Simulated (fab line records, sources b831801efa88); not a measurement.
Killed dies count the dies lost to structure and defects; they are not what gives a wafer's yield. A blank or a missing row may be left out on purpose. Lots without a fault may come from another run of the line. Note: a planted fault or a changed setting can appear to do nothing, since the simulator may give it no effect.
Struck lot and sound lot, side by side ; flow sky130 ; 19 steps out of a route of 708
Sound: these wafers, L490.3, L490.4, L490.6. Wafers L493.2, L493.4, L493.6 were the ones struck. At the end, the cause is stated.
Per side, at each step with rows, come the tool, then ch with its chambers, and then its first start. Under that, the readings that differ: sound wafers ; struck wafers ; difference of the means ; sigmas: that difference in standard deviations of wafers without a fault.
alike: readings whose means differ by less than 2 such deviations, and words and numbers that are the same on both sides. not compared: withheld readings, readings that some wafer has no value for, bounds like >300 that may hide the same value, and numbers for which the record gives no deviation and whose values overlap.
The two part at a step that has a row with sigmas, a row that says differs or no value, or rows on one side only. Numbers that have no deviation but don't overlap get no sigmas and don't part them. Lack of a reading on every wafer of one side parts them only where that side has two or more wafers.

SKY_POLY_GATE_CD_MEAS_22:
  sound on cd_sem-02 at day 19 18:16; struck on cd_sem-01 at day 20 17:22
  alike: cd_nm
then, 7 steps without rows for these wafers: SKY_LDD_N_DEHYDRATE_00 (time 60 s); SKY_LDD_N_HMDS_01 (prime time 60 s); SKY_LDD_N_COAT_02 (resist thk 300 nm); SKY_LDD_N_SOFTBAKE_03 (time 60 s); SKY_LDD_N_EXPOSE_04 (exposes mask NTM, target cd 840 nm); SKY_LDD_N_PEB_05; SKY_LDD_N_DEVELOP_06 (develop time 60 s).
SKY_LDD_N_OVL_MEAS_07:
  sound on overlay-01 at day 21 01:07; struck on overlay-02 at day 21 23:13
  alike: LDD_N_OVL
then, 3 steps without rows for these wafers: SKY_LDD_N_IMPLANT_08; SKY_LDD_N_IMPLANT_09; SKY_LDD_N_IMPLANT_10.
SKY_LDD_N_IMPLANT_11:
  struck on implanter-04, day 21 23:43; sound on implanter-04 ch 0, day 21 01:38
  no value came back on the struck wafers for beam_energy_keV, beam_on_s (s); on the sound wafers beam_energy_keV reads 19.998 19.997 19.994
then, 4 steps without rows for these wafers: SKY_LDD_N_IMPLANT_12; SKY_LDD_N_IMPLANT_13; SKY_LDD_N_IMPLANT_14; SKY_LDD_N_IMPLANT_15.
SKY_LDD_N_STRIP_16: strips in O2/N2.
  sound on plasma_asher-01 ch 0,1, day 21 02:23; struck on plasma_asher-03 ch 0,1, day 22 00:26
reading;sound;struck;difference;sigmas
strip_time_to_endpoint_s (s);4.315 4.327 4.323;4.140 4.131 4.128;-0.189;-13
  alike: drypump_motor_current_A, n2_flow_sccm, oes_product_au
  not compared: rf_hours_counter_h
SKY_LDD_N_TW_MEAS_17:
  sound on film_metro-01 at day 21 02:28; struck on film_metro-03 at day 22 00:33
reading;sound;struck;difference;sigmas
LDD_N_TW;2631 2641 2640;2423 2412 2424;-218;-10

== WHERE THEY PART ==
At SKY_LDD_N_IMPLANT_11 first; at SKY_LDD_N_TW_MEAS_17 last (within this record only).

WHY: what the simulator had put in
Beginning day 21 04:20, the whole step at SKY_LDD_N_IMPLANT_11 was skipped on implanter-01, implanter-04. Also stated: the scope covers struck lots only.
